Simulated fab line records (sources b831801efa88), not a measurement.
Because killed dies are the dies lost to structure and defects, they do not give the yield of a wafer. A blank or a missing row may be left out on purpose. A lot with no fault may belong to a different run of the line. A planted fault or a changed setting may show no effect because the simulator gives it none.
Code-filled problem report in 8D (eight disciplines) form || flow sky130 || the parts of the form that need people (team, actions taken, sign-off) are left out

== 1. WHAT WENT WRONG ==
Mean of strip_time_to_endpoint_s at SKY_METAL3_STRIP_19: 3.93 s across 3 wafers in 2 lots; on wafers with no fault it is 6.50 s (standard deviation 0.12). That puts it -21 standard deviations away from the usual mean.
The step: strips in O2/N2.
Earliest sighting: wafer L728.4 on plasma_asher-04 at day 43 19:59. The record holds 42 wafers of 14 lots with a number at this step. The rule behind "out" and "out of limits": a value lying over 4 standard deviations away from the usual mean. All remaining wafers that have a number are taken as sound.

== 2. WHAT IT IS AND WHAT IT IS NOT ==
{"question": "which readings at this step", "is": "strip_time_to_endpoint_s, oes_product_au", "is not": "drypump_motor_current_A"}
{"question": "which lots", "is": "L728, L731", "is not": "L712, L713, L715, L716, L718, L719, L720, L721, L722, L723, L730, L734"}
{"question": "which wafers of those lots", "is": "L728.4, L731.5, L731.6", "is not": "L728.2, L728.3, L731.3"}
{"question": "read on which tools", "is": "plasma_asher-03, plasma_asher-04", "is not": "plasma_asher-02"}
{"question": "when", "is": "from day 43 19:59", "is not": "up to then (32 sound wafers); but 7 sound wafers of L730, L731, L734 came after"}

== 3. SUSPECTS, AND WHAT RULES EACH OUT ==
Counting: a tool at a process step up to the reading stays a suspect if it ran every lot that is out. Sound lots after the first of them don't rule it out here, since some wafers of a struck lot are sound.
- pvd_sputter-02 at SKY_METAL3_SPUTTER_00 (material Ti, target thk 15 nm, time 10 s): kept. It processed each lot that is out (first: L728, day 41 20:14); up to then, its last sound lot is L719 (day 38 20:16).
- rie_metal-04 at SKY_METAL3_METAL_ETCH_18 (etches the open film in Cl2/BCl3, stops on SiO2, target depth 845 nm, time 183.1 s): kept. It processed each lot that is out (first: L728, day 43 19:49); up to then, its last sound lot is L723 (day 42 06:16).
Remaining after the count are pvd_sputter-02 at SKY_METAL3_SPUTTER_00 and rie_metal-04 at SKY_METAL3_METAL_ETCH_18.

== 4. THE CAUSE (what the simulator had put in) ==
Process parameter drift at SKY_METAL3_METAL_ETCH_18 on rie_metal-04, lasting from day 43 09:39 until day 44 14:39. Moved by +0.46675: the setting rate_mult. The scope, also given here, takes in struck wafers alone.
Counting leaves 2 suspects; this tool is one of them.

== 5. SEQUENCE OF EFFECTS, ordered by route ==
Each row: a reading whose mean over the struck wafers that have a number lies more than 3 standard deviations from the usual. Only readings for which the record gives a usual standard deviation are gone through. hours: the time from each lot's start at the first step in this table that gives one to its start at this step, as a median over the lots. sigmas: the change in usual standard deviations.
{"hours": 0, "step": "SKY_METAL3_STRIP_19", "reading": "oes_product_au", "usual": "0.500 a.u.", "on struck wafers": 0.395, "change": -0.105, "sigmas": -15}
{"hours": 0, "step": "SKY_METAL3_STRIP_19", "reading": "strip_time_to_endpoint_s", "usual": "6.50 s", "on struck wafers": 3.93, "change": -2.57, "sigmas": -21}
Its process steps:
- SKY_METAL3_STRIP_19: strips in O2/N2.

== 6. WHAT WOULD HAVE CAUGHT IT SOONER ==
The fault began at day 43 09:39; the first out-of-limits reading in this record came at day 43 19:59, 10 hours later.
An alarm limit of 4 standard deviations would not have fired on the tool readings at SKY_METAL3_METAL_ETCH_18 for which the record gives a usual standard deviation, since none of them was out on any struck wafer.
L731, from the lots that are out (2), started SKY_METAL3_METAL_ETCH_18 on rie_metal-04 later than day 43 19:59. A hold on the tool at that time would have spared it.
